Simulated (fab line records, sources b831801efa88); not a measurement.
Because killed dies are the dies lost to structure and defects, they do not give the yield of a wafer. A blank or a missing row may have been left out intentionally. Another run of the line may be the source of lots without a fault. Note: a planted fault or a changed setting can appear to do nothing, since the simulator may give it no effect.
Check for tools in common :: flow sky130 :: 12 lots and 36 wafers in the sample

== THE REASON FOR OPENING IT ==
SKY_VT_ADJUST_NCORE_TW_MEAS_11, reading VT_ADJUST_NCORE_TW: flagged on 2 of 12 lots. Wafers without a fault read 219.0, standard deviation 1.9.
Rule: a lot is flagged in two cases, either no wafer of it has a number, or all its wafers with numbers fall more than 4 standard deviations from that mean. All remaining lots are regarded as sound.

lot: L198
measured: day 8 09:36
on: film-metro-01
VT_ADJUST_NCORE_TW, wafer by wafer: 220.8 220.2 219.2
flag: 

lot: L199
measured: day 8 17:40
on: film-metro-02
VT_ADJUST_NCORE_TW, wafer by wafer: 218.1 217.7 218.6
flag: 

lot: L200
measured: day 8 22:02
on: film-metro-02
VT_ADJUST_NCORE_TW, wafer by wafer: 216.9 217.8 215.5
flag: 

lot: L201
measured: day 9 05:42
on: film-metro-02
VT_ADJUST_NCORE_TW, wafer by wafer: 216.2 216.3 215.3
flag: 

lot: L206
measured: day 11 10:26
on: film-metro-03
VT_ADJUST_NCORE_TW, wafer by wafer: 115.9 115.6 117.6
flag: FLAGGED

lot: L208
measured: day 11 13:25
on: film-metro-02
VT_ADJUST_NCORE_TW, wafer by wafer: 118.1 118.6 119.0
flag: FLAGGED

lot: L212
measured: day 12 22:05
on: film-metro-02
VT_ADJUST_NCORE_TW, wafer by wafer: 219.7 217.6 217.8
flag: 

lot: L214
measured: day 13 06:56
on: film-metro-01
VT_ADJUST_NCORE_TW, wafer by wafer: 220.7 219.6 221.1
flag: 

lot: L216
measured: day 13 17:59
on: film-metro-01
VT_ADJUST_NCORE_TW, wafer by wafer: 220.0 221.5 221.0
flag: 

lot: L217
measured: day 14 04:13
on: film-metro-02
VT_ADJUST_NCORE_TW, wafer by wafer: 218.5 219.3 219.7
flag: 

lot: L220
measured: day 15 04:00
on: film-metro-02
VT_ADJUST_NCORE_TW, wafer by wafer: 220.4 219.6 221.3
flag: 

lot: L221
measured: day 15 05:28
on: film-metro-02
VT_ADJUST_NCORE_TW, wafer by wafer: 219.9 219.8 218.4
flag: 
The mean of the flagged lots' numbers is 117.5, -101.5 from the usual (-53 standard deviations).

== WHICH TOOL EACH LOT WENT THROUGH ==
The record holds 2 process steps before the reading, out of a route of 708 steps. Every cell lists first the tool, next ch and the chambers used by the sampled wafers, and last the start.
lot: L198
flag: 
SKY_VT_ADJUST_LVTN_STRIP_09: plasma-asher-02 ch 0,1, day 6 19:02
SKY_VT_ADJUST_NCORE_IMPLANT_09: implanter-04 ch 0, day 8 09:21

lot: L199
flag: 
SKY_VT_ADJUST_LVTN_STRIP_09: plasma-asher-03 ch 0, day 7 01:34
SKY_VT_ADJUST_NCORE_IMPLANT_09: implanter-02 ch 0, day 8 17:26

lot: L200
flag: 
SKY_VT_ADJUST_LVTN_STRIP_09: plasma-asher-01 ch 0, day 7 05:49
SKY_VT_ADJUST_NCORE_IMPLANT_09: implanter-04 ch 0, day 8 21:47

lot: L201
flag: 
SKY_VT_ADJUST_LVTN_STRIP_09: plasma-asher-02 ch 0,1, day 7 13:02
SKY_VT_ADJUST_NCORE_IMPLANT_09: implanter-04 ch 0, day 9 05:27

lot: L206
flag: FLAGGED
SKY_VT_ADJUST_LVTN_STRIP_09: plasma-asher-02 ch 0,1, day 9 13:26
SKY_VT_ADJUST_NCORE_IMPLANT_09: implanter-04 ch 0, day 11 10:13

lot: L208
flag: FLAGGED
SKY_VT_ADJUST_LVTN_STRIP_09: plasma-asher-03 ch 0,1, day 9 15:43
SKY_VT_ADJUST_NCORE_IMPLANT_09: implanter-04 ch 0, day 11 13:11

lot: L212
flag: 
SKY_VT_ADJUST_LVTN_STRIP_09: plasma-asher-02 ch 0,1, day 10 22:25
SKY_VT_ADJUST_NCORE_IMPLANT_09: implanter-03 ch 0, day 12 21:50

lot: L214
flag: 
SKY_VT_ADJUST_LVTN_STRIP_09: plasma-asher-02 ch 0,1, day 11 06:40
SKY_VT_ADJUST_NCORE_IMPLANT_09: implanter-03 ch 0, day 13 06:41

lot: L216
flag: 
SKY_VT_ADJUST_LVTN_STRIP_09: plasma-asher-01 ch 0,1, day 11 16:44
SKY_VT_ADJUST_NCORE_IMPLANT_09: implanter-02 ch 0, day 13 17:44

lot: L217
flag: 
SKY_VT_ADJUST_LVTN_STRIP_09: plasma-asher-03 ch 0,1, day 12 01:23
SKY_VT_ADJUST_NCORE_IMPLANT_09: implanter-02 ch 0, day 14 03:58

lot: L220
flag: 
SKY_VT_ADJUST_LVTN_STRIP_09: plasma-asher-03 ch 0,1, day 12 23:40
SKY_VT_ADJUST_NCORE_IMPLANT_09: implanter-03 ch 0, day 15 03:45

lot: L221
flag: 
SKY_VT_ADJUST_LVTN_STRIP_09: plasma-asher-03 ch 0, day 13 01:47
SKY_VT_ADJUST_NCORE_IMPLANT_09: implanter-04 ch 0, day 15 05:13
What these steps do:
- SKY_VT_ADJUST_LVTN_STRIP_09: strips in O2/N2.
- SKY_VT_ADJUST_NCORE_IMPLANT_09
- SKY_VT_ADJUST_NCORE_TW_MEAS_11

== FLAGGED AGAINST TOTAL, ONE TOOL AT A TIME (gauges that did the reading follow at the end) ==
step: SKY_VT_ADJUST_LVTN_STRIP_09
tool: plasma-asher-01
lots run: 2
flagged: 0
share of the flagged lots: none
sound lots run after its first flagged lot: -

step: SKY_VT_ADJUST_LVTN_STRIP_09
tool: plasma-asher-02
lots run: 5
flagged: 1
share of the flagged lots: some
sound lots run after its first flagged lot: 2 (L212,L214)

step: SKY_VT_ADJUST_LVTN_STRIP_09
tool: plasma-asher-03
lots run: 5
flagged: 1
share of the flagged lots: some
sound lots run after its first flagged lot: 3 (L217,L220,L221)

step: SKY_VT_ADJUST_NCORE_IMPLANT_09
tool: implanter-02
lots run: 3
flagged: 0
share of the flagged lots: none
sound lots run after its first flagged lot: -

step: SKY_VT_ADJUST_NCORE_IMPLANT_09
tool: implanter-03
lots run: 3
flagged: 0
share of the flagged lots: none
sound lots run after its first flagged lot: -

step: SKY_VT_ADJUST_NCORE_IMPLANT_09
tool: implanter-04
lots run: 6
flagged: 2
share of the flagged lots: all
sound lots run after its first flagged lot: 1 (L221)

step: SKY_VT_ADJUST_NCORE_TW_MEAS_11
tool: film-metro-01
lots run: 3
flagged: 0
share of the flagged lots: none
sound lots run after its first flagged lot: -

step: SKY_VT_ADJUST_NCORE_TW_MEAS_11
tool: film-metro-02
lots run: 8
flagged: 1
share of the flagged lots: some
sound lots run after its first flagged lot: 4 (L212,L217,L220,L221)

step: SKY_VT_ADJUST_NCORE_TW_MEAS_11
tool: film-metro-03
lots run: 1
flagged: 1
share of the flagged lots: some
sound lots run after its first flagged lot: 0

== THE TABLE: WHAT IT ALLOWS ==
Rows of the table that ran each flagged lot: 1, that is implanter-04 at SKY_VT_ADJUST_NCORE_IMPLANT_09.
- implanter-04 at SKY_VT_ADJUST_NCORE_IMPLANT_09: 2 of its 6 lots flagged. Sound lots ran on it after the first flagged one (L221), which a lasting fault on the whole tool wouldn't allow. Its own readings (dose-ions-cm2, faraday-current-uA) fall more than 4 standard deviations out on all wafers of the flagged lots.
None of the table's rows ran every flagged lot and, after the first, no sound lot.

== WHAT WAS PUT IN BY THE SIMULATOR ==
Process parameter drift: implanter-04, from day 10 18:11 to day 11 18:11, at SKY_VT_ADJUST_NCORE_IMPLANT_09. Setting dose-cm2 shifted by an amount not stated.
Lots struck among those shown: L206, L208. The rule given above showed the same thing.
